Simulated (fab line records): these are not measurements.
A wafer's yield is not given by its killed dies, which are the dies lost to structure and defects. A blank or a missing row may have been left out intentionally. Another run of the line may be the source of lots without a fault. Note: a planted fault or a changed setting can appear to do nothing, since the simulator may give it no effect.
Comparing a struck lot with a sound one    flow sky130    15 out of 708 route steps
Sound: these wafers, L712.2, L712.3, L712.5. The struck wafers were L726.1, L726.3, L726.4. At the end, the cause is stated.
Each step with rows lists, per side, the tool, then ch with its chambers, then its first start. Under that, the readings that differ: sound wafers    struck wafers    difference of the means    sigmas: that difference in standard deviations of wafers without a fault.
alike: same words and numbers on both sides, and readings whose means sit less than 2 such deviations apart. not compared: any withheld reading, any reading some wafer has no value for, any bound like >300 that may hide the same value, and any number with overlapping values for which the record gives no deviation.
A row with sigmas, a row that says differs or no value, or rows on one side alone: a step with any of these is where the two part. When numbers do not overlap yet have no deviation, they are printed without sigmas and do not part them. Lack of a reading on every wafer of one side parts them only where that side has two or more wafers.

SKY_NWELL_TW_MEAS_26:
  sound on film metro-01, day 5 17:04; struck on film metro-02, day 9 01:22
  alike: NWELL_2_TW
then, 1 step without rows for these wafers: SKY_NWELL_CLEAN_27 (cleans in SC1/SC2, time 150 s).
SKY_NWELL_RTA_28: time 30 s.
  sound on rtp anneal-02 ch 0, day 5 17:11; struck on rtp anneal-02 ch 0, day 9 01:29
  alike: lamp power pct, wafer_temp_C_max
SKY_NWELL_RS_MEAS_29: a four-point-probe measurement.
  sound on film metro-02, day 5 17:18; struck on film metro-04, day 9 01:35
  alike: NWELL_RS
SKY_NWELL_RS_MEAS_31: a four-point-probe measurement.
  sound on film metro-02, day 5 17:32; struck on film metro-04, day 9 01:50
reading           sound           struck          difference  sigmas
PWDE_RS (ohm/sq)  5276 5286 5276  5240 5236 5231  -44         -2
then, 6 steps without rows for these wafers: SKY_VT_ADJUST_HVTP_DEHYDRATE_00 (time 60 s); SKY_VT_ADJUST_HVTP_HMDS_01 (prime time 60 s); SKY_VT_ADJUST_HVTP_COAT_02 (resist thk 1140 nm); SKY_VT_ADJUST_HVTP_SOFTBAKE_03 (time 60 s); SKY_VT_ADJUST_HVTP_EXPOSE_04 (exposes mask HVTPM, target cd 380 nm); SKY_VT_ADJUST_HVTP_PEB_05.
SKY_VT_ADJUST_HVTP_DEVELOP_06: develop time 60 s.
  sound on litho track-02 ch 0, day 6 11:04; struck on litho track-04 ch 0, day 9 23:26
reading               sound              struck             difference  sigmas
developer temp C (C)  23.14 23.07 23.06  25.33 25.31 25.41  +2.26       +21
SKY_VT_ADJUST_HVTP_CD_MEAS_07: target cd 380 nm.
  sound on cd sem-02, day 6 11:13; struck on cd sem-01, day 9 23:52
reading     sound              struck             difference  sigmas
cd nm (nm)  379.7 380.5 380.7  372.5 370.5 372.5  -8.5        -4
  not compared: hold
SKY_VT_ADJUST_HVTP_OVL_MEAS_08:
  sound on overlay-02, day 6 11:19; struck on overlay-01, day 10 01:30
reading  sound  struck                                                                      difference                    sigmas
hold     - - -  await dispo/1.5h/release await dispo/1.5h/release await dispo/1.5h/release  no value on the sound wafers  
  alike: VT_ADJUST_HVTP_OVL
then, 1 step without rows for these wafers: SKY_PAD_OPEN_PROBE_99.

WHERE THEY PART
At SKY_NWELL_RS_MEAS_31 first; at SKY_VT_ADJUST_HVTP_OVL_MEAS_08 last (within this record only).

WHY: what the simulator had put in
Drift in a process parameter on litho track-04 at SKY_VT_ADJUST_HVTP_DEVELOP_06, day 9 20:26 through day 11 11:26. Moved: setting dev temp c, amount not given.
